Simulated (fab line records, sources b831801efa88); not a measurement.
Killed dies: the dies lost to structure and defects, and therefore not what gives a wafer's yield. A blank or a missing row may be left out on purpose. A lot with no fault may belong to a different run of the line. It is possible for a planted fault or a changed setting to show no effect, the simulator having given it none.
Problem report in the 8D (eight disciplines) form, filled by code    flow gf180mcu    the parts of the form that need people (team, actions taken, sign-off) are left out

1. WHAT IS WRONG
Wafers free of any fault read 0.330 ohm/sq (standard deviation 0.0035) for V5_W_RS at GF_V5_RS_MEAS_24, against a mean of 0.310 ohm/sq on 3 wafers of 3 lots. Measured from the usual mean, that is -5.8 standard deviations.
The step: measures by four-point-probe.
Seen first at day 31 14:16 on film_metro-01, wafer L795.6. Wafers with a number at this step in the record: 34, from 12 lots. Rule for "out", or "out of limits": more than 4 standard deviations from the usual mean. Any other wafer with a number is counted as sound.

2. WHAT THIS IS AND IS NOT
question                     is                            is not
which readings at this step  V5_W_RS                       -
which lots                   L795, L796, L798              L783, L785, L787, L788, L789, L791, L797, L803, L806
which wafers of those lots   L795.6, L796.2, L798.2        L795.3, L796.3, L798.4, L798.5
read on which gauges         film_metro-01, film_metro-03  film_metro-04
when                         from day 31 14:16             up to then (19 sound wafers); but 12 sound wafers of L796, L797, L798, L803, L806 came after

3. SUSPECTS, AND WHAT RULES EACH OUT
Counting: any tool at a process step up to the reading remains a suspect provided it ran every lot that is out. Sound lots after the first of them don't rule it out here, since some wafers of a struck lot are sound.
- the gauge at GF_V5_RS_MEAS_24 is ruled out. Those wafers that are out were read across 2 gauges (film_metro-01, film_metro-03).
- cvd_w-01 at GF_V5_CVD_23 (deposits W, target thk 350 nm, time 104.9 s): kept. Ran every lot that is out, first one L795 (day 31 14:09); last sound lot up to then L791 (day 30 10:26).
After counting, what remains is cvd_w-01 at GF_V5_CVD_23.

4. THE CAUSE (what the simulator had put in)
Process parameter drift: cvd_w-01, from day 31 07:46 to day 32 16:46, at GF_V5_CVD_23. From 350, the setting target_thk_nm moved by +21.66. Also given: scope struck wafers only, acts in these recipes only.
Counting left only this tool.

5. THE EFFECT CHAIN, in route order
One row per reading whose mean, taken over the struck wafers that have a number, lies over 3 standard deviations from the usual. Only readings whose record carries a usual standard deviation are examined. hours: median over the lots of the time between each lot's start at the first step of this table that gives one and its start at this step. sigmas: the change, counted in usual standard deviations.
hours  step               reading   usual         on struck wafers  change  sigmas
0      GF_V5_RS_MEAS_24   V5_W_RS   0.330 ohm/sq  0.310             -0.020  -5.8
0      GF_V5_THK_MEAS_25  V5_W_THK  366 nm        389               +23     +5.3

6. HOW IT WOULD HAVE BEEN CAUGHT EARLIER
Counted from the fault's start at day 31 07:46, it took 6 hours until the first out-of-limits reading at a measuring or inspecting step in this record, taken at day 31 14:16.
Of the tool readings at GF_V5_CVD_23 for which the record gives a usual standard deviation, none was out on any struck wafer, so an alarm limit of 4 standard deviations on them would not have fired.
Of the lots that are out (3), L796, L798 began GF_V5_CVD_23 on cvd_w-01 after day 31 14:16. A hold on the tool at that time would have spared those 2.
